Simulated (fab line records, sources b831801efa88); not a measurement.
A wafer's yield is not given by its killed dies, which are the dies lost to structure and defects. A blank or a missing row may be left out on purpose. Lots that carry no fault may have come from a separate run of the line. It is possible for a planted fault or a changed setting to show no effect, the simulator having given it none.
Struck lot and sound lot, side by side | flow sfq-line | 27 out of 325 route steps
Sound: these wafers, L240.1, L240.2, L240.4. Wafers L233.1, L233.2, L233.6 were the ones struck. The cause is named last.
Order at every step that has rows: each side's tool, ch and its chambers, its first start. Under that, the readings that differ: sound wafers | struck wafers | difference of the means | sigmas: that difference in standard deviations of wafers without a fault.
alike: readings with means less than 2 such deviations apart, plus words and numbers identical on both sides. not compared: withheld readings, readings lacking a value on some wafer, bounds such as >300 that could conceal the same value, and numbers that have no deviation in the record and whose values overlap.
The two part at a step that has a row with sigmas, a row that says differs or no value, or rows on one side only. When numbers do not overlap yet have no deviation, they are printed without sigmas and do not part them. A reading that every wafer of one side lacks parts them only if that side has two wafers or more.

first, 1 step without rows for these wafers: SFQ_TRILAYER_M4_STRIP_SOLV_CLEAN_098 (cleans in NMP, time 600 s).
SFQ_TRILAYER_I4_DEP_PECVD_099: deposits SiO2 from SiH4/N2O, time 111.11 s, target thk 500 nm.
  sound on pecvd-04 ch 1,2, day 46 05:52; struck on pecvd-03 ch 0,1, day 38 01:22
  alike: heater-power-w, rf-fwd-power-W, throttle-valve-pct
then, 1 step without rows for these wafers: SFQ_TRILAYER_I4_CMP_CMP_100 (polishes SiO2).
SFQ_I4_BOW_MEAS_927:
  struck on film-metro-04, day 38 09:01; sound on film-metro-04, day 46 08:58
  alike: I4_BOW
then, 7 steps without rows for these wafers: SFQ_TRILAYER_I4_METRO_MEASURE_101; SFQ_TRILAYER_I4_VIA_LITHO_COAT_108 (resist thk 62 nm); SFQ_TRILAYER_I4_VIA_LITHO_COAT_103 (resist thk 650 nm); SFQ_TRILAYER_I4_VIA_LITHO_SOFTBAKE_107; SFQ_TRILAYER_I4_VIA_LITHO_EXPOSE_104 (exposes mask I4, target cd 700 nm); SFQ_TRILAYER_I4_VIA_LITHO_PEB_106 (peb time 60 s); SFQ_TRILAYER_I4_VIA_LITHO_DEVELOP_105 (time 60 s).
-- the record jumps here: 6 days lie between the struck wafers' starts before and after --
SFQ_I4_OVL_MEAS_928:
  struck on overlay-02, day 44 14:17; sound on overlay-02, day 46 12:44
  alike: I4_OVL
SFQ_TRILAYER_I4_VIA_BARC_OPEN_VIA_ETCH_146: etches BARC in O2, target depth 125 nm, time 41.7 s.
  sound on rie-diel-01 ch 0,1,3, day 46 12:46; struck on rie-diel-01 ch 0,1, day 44 14:19
  no value came back on the struck wafers for any of 5 readings (bias-w (W), chamber-pressure-mTorr (mTorr) and others); on the sound wafers bias-w (W) reads 79.99 79.72 80.35
  reading                                                 | sound             | struck            | difference | sigmas
  model.KrF_of_TRILAYER_I4_VIA_LITHO_COAT_103.thk-nm (nm) | 574.1 575.1 574.1 | 625.8 628.7 625.9 | +52.4      |
  not compared: rf-hours-counter-h
SFQ_TRILAYER_I4_VIA_ETCH_VIA_ETCH_106: etches SiO2 in CHF3, stops on Nb, target depth 260 nm.
  sound on rie-diel-01 ch 0,1,3, day 46 12:49; struck on rie-diel-01 ch 0,1, day 44 14:22
  reading                                                 | sound             | struck            | difference | sigmas
  oes-product-au (a.u.)                                   | 0.848 0.854 0.859 | 0.372 0.383 0.375 | -0.477     | -95
  model.KrF_of_TRILAYER_I4_VIA_LITHO_COAT_103.thk-nm (nm) | 528.3 529.7 528.6 | 580.8 583.3 580.5 | +52.7      |
  alike: bias-w, chamber-pressure-mTorr, drypump-motor-current-A, rf-fwd-power-W
SFQ_TRILAYER_I4_VIA_STRIP_STRIP_107: strips in O2.
  sound on rie-metal-01 ch 0,1, day 46 12:55; struck on rie-metal-01 ch 0,1, day 44 14:28
  alike: drypump-motor-current-A, oes-product-au
  not compared: rf-hours-counter-h
then, 2 steps without rows for these wafers: SFQ_TRILAYER_I4_VIA_STRIP_SOLV_CLEAN_108 (cleans in NMP, time 600 s); SFQ_TRILAYER_JJ_TRILAYER_DEP_PRE_CLEAN_113 (time 22.5 s).
SFQ_TRILAYER_JJ_TRILAYER_DEP_SPUTTER_109: material Nb, target thk 150 nm, time 100 s.
  struck on pvd-sputter-03, day 44 15:17; sound on pvd-sputter-06, day 46 13:44
  alike: throttle-valve-pct
SFQ_TRILAYER_JJ_TRILAYER_DEP_SPUTTER_110: material Al, target thk 8 nm, time 10 s.
  struck on pvd-sputter-03, day 44 15:21; sound on pvd-sputter-06, day 46 13:48
  alike: throttle-valve-pct
then, 1 step without rows for these wafers: SFQ_TRILAYER_JJ_TRILAYER_DEP_AL_OXIDATION_111 (oxidation time 600 s).
SFQ_TRILAYER_JJ_TRILAYER_DEP_SPUTTER_112: material Nb, target thk 170 nm, time 110.3 s.
  struck on pvd-sputter-03, day 44 16:22; sound on pvd-sputter-06, day 46 14:49
  alike: throttle-valve-pct
SFQ_JJ_RS_MEAS_929: the measuring method here is four-point-probe.
  struck on film-metro-04, day 44 16:27; sound on film-metro-03, day 46 14:54
  alike: JJ_NB_RS
then, 3 steps without rows for these wafers: SFQ_TRILAYER_JJ_CE_LITHO_COAT_119 (resist thk 62 nm); SFQ_TRILAYER_JJ_CE_LITHO_COAT_114 (resist thk 600 nm); SFQ_TRILAYER_JJ_CE_LITHO_SOFTBAKE_118.
-- the record jumps here: 6 days lie between the struck wafers' starts before and after --
SFQ_TRILAYER_JJ_CE_LITHO_EXPOSE_115: exposes mask J5, target cd 700 nm.
  sound on krf-scanner-01 ch 0, day 52 10:00; struck on krf-scanner-01, day 50 22:14
  no value came back on the struck wafers for any of 5 readings (exposure-dose-mJ-cm2, focus-offset-nm (nm) and others); on the sound wafers exposure-dose-mJ-cm2 reads 14.400 14.410 14.428
  alike: mask
then, 1 step without rows for these wafers: SFQ_TRILAYER_JJ_CE_LITHO_PEB_117 (peb time 60 s).

## WHERE THEY PART
First at SFQ_TRILAYER_I4_VIA_BARC_OPEN_VIA_ETCH_146; last, within this record, at SFQ_TRILAYER_JJ_CE_LITHO_EXPOSE_115.

WHY: what had been put in by the simulator
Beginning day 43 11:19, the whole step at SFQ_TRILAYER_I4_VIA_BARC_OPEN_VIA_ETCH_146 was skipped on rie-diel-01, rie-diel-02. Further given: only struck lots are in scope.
